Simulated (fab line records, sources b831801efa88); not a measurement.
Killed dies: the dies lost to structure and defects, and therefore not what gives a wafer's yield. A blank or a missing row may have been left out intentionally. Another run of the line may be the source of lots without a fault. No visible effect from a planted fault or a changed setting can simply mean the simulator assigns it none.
Comparing a struck lot with a sound one | flow sky130 | 36 out of 708 route steps
Sound: the wafers L295.1, L295.3, L295.5. Struck: wafers L283.1, L283.2, L283.3. The cause is given at the end.
Per side, at each step with rows, come the tool, then ch with its chambers, and then its first start. Under that, the readings that differ: sound wafers | struck wafers | difference of the means | sigmas: that difference in standard deviations of wafers without a fault.
alike: a reading whose means differ by less than 2 such deviations, as well as words and numbers matching on both sides. not compared: withheld readings; readings where some wafer has no value; bounds like >300 that might hide an equal value; numbers whose values overlap and for which the record gives no deviation.
The two part at a step that has a row with sigmas, a row that says differs or no value, or rows on one side only. When numbers do not overlap yet have no deviation, they are printed without sigmas and do not part them. A reading that every wafer of one side lacks parts them only if that side has two wafers or more.

first, 10 steps without rows for these wafers: SKY_POLY_CUT_ETCH_10 (etches BARC in N2/H2, stops on SiO2, time 45.9 s, target depth 60 nm); SKY_POLY_CUT_ETCH_11 (etches Si3N4 in CF4/CH2F2/Ar, stops on poly-Si, time 42.5 s, target depth 60 nm); SKY_POLY_CUT_STRIP_12 (strips in O2/N2); SKY_SD_P_DEHYDRATE_00 (time 60 s); SKY_SD_P_HMDS_01 (prime time 60 s); SKY_SD_P_COAT_02 (resist thk 1140 nm); SKY_SD_P_SOFTBAKE_03 (time 60 s); SKY_SD_P_EXPOSE_04 (exposes mask PSDM, target cd 380 nm); SKY_SD_P_PEB_05; SKY_SD_P_DEVELOP_06 (develop time 60 s).
SKY_SD_P_IMPLANT_09:
  sound on implanter-04 ch 0, day 32 03:35; struck on implanter-02 ch 0, day 27 21:35
  reading                   | sound                | struck               | difference | sigmas
  beam energy keV           | 20.005 19.995 20.002 | 16.147 16.149 16.156 | -3.850     | -99 or more
  model.implant.rp nm (nm)  | 18.08 18.08 18.08    | 14.36 14.36 14.36    | -3.72      |
  model.implant.drp nm (nm) | 9.746 9.746 9.746    | 8.385 8.385 8.385    | -1.361     |
  alike: faraday current uA
SKY_SD_P_STRIP_10: strips in O2/N2.
  sound on plasma asher-02 ch 0,1, day 32 03:44; struck on plasma asher-04 ch 0,1, day 27 21:44
  reading                      | sound             | struck            | difference | sigmas
  oes product au (a.u.)        | 0.615 0.615 0.620 | 0.624 0.636 0.633 | +0.014     | +3
  strip time to endpoint s (s) | 17.45 17.47 17.49 | 16.99 16.98 16.94 | -0.50      | -11
  alike: drypump motor current A
  not compared: rf hours counter h
SKY_SD_P_TW_MEAS_11:
  sound on film metro-01, day 32 03:50; struck on film metro-03, day 27 21:50
  reading | sound          | struck         | difference | sigmas
  SD_P_TW | 2817 2811 2815 | 2654 2641 2656 | -164       | -14
then, 21 steps without rows for these wafers: SKY_RES_XHIGH_DEHYDRATE_00 (time 60 s); SKY_RES_XHIGH_HMDS_01 (prime time 60 s); SKY_RES_XHIGH_COAT_02 (resist thk 1140 nm); SKY_RES_XHIGH_SOFTBAKE_03 (time 60 s); SKY_RES_XHIGH_EXPOSE_04 (exposes mask URPM, target cd 1270 nm); SKY_RES_XHIGH_PEB_05; SKY_RES_XHIGH_DEVELOP_06 (develop time 60 s); SKY_RES_XHIGH_IMPLANT_07; SKY_RES_XHIGH_STRIP_08 (strips in O2/N2); SKY_SD_N_DEHYDRATE_00 (time 60 s); SKY_SD_N_HMDS_01 (prime time 60 s); SKY_SD_N_COAT_02 (resist thk 1140 nm); SKY_SD_N_SOFTBAKE_03 (time 60 s); SKY_SD_N_EXPOSE_04 (exposes mask NSDM, target cd 380 nm); SKY_SD_N_PEB_05; SKY_SD_N_DEVELOP_06 (develop time 60 s); SKY_SD_N_IMPLANT_09; SKY_SD_N_IMPLANT_10; SKY_SD_N_STRIP_11 (strips in O2/N2); SKY_SD_N_CLEAN_13 (cleans in SC1/SC2, time 150 s); SKY_SD_N_RTA_14 (time 2 s).
-- the record jumps here: 2 days lie between the struck wafers' starts before and after --
SKY_SD_N_RS_MEAS_17: a four-point-probe measurement.
  sound on film metro-01, day 34 09:46; struck on film metro-03, day 30 07:15
  reading          | sound             | struck            | difference | sigmas
  SD_P_RS (ohm/sq) | 146.8 147.0 146.6 | 161.4 161.3 160.6 | +14.3      | +40
-- a jump in the record: the struck wafers' starts before and after are 17 days apart (it breaks off in module SD_N and resumes in module PAD_OPEN, where the first step shown is number 708 of the route) --
SKY_PAD_OPEN_PROBE_99:
  sound on prober-01, day 50 05:26; struck on prober-02, day 47 11:58
  reading                               | sound             | struck            | difference | sigmas
  model.etest.pfet_01v8.r on ohm um     | 2818 2815 2801    | 3026 3024 3108    | +241       |
  model.etest.res pdiff.line ohm um     | 1380 1366 1342    | 1499 1508 1505    | +141       |
  model.etest.res pdiff hv.rs ohm sq    | 188.1 187.4 187.1 | 216.5 217.7 215.9 | +29.2      |
  model.etest.res pdiff.rs ohm sq       | 193.7 192.5 193.6 | 217.7 215.6 216.6 | +23.4      |
  model.etest.pfet_01v8.drive ua um     | 199.9 199.4 201.6 | 183.2 182.5 177.7 | -19.2      |
  model.etest.pfet_01v8_hvt.drive ua um | 148.8 149.3 150.6 | 135 135.2 130.8   | -16        |
  alike: killed_at_M0_to_M3, killed_at_M4_up, killed at contacts, killed at front end, killed at other, killed dies, killed open, killed short

== WHERE THEY PART ==
First at SKY_SD_P_IMPLANT_09; last, within this record, at SKY_SD_N_RS_MEAS_17. Later steps at which nothing parts them and some readings are alike: SKY_PAD_OPEN_PROBE_99.

WHY: what had been put in by the simulator
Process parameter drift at SKY_SD_P_IMPLANT_09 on implanter-02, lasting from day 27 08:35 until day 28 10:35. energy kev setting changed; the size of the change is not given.
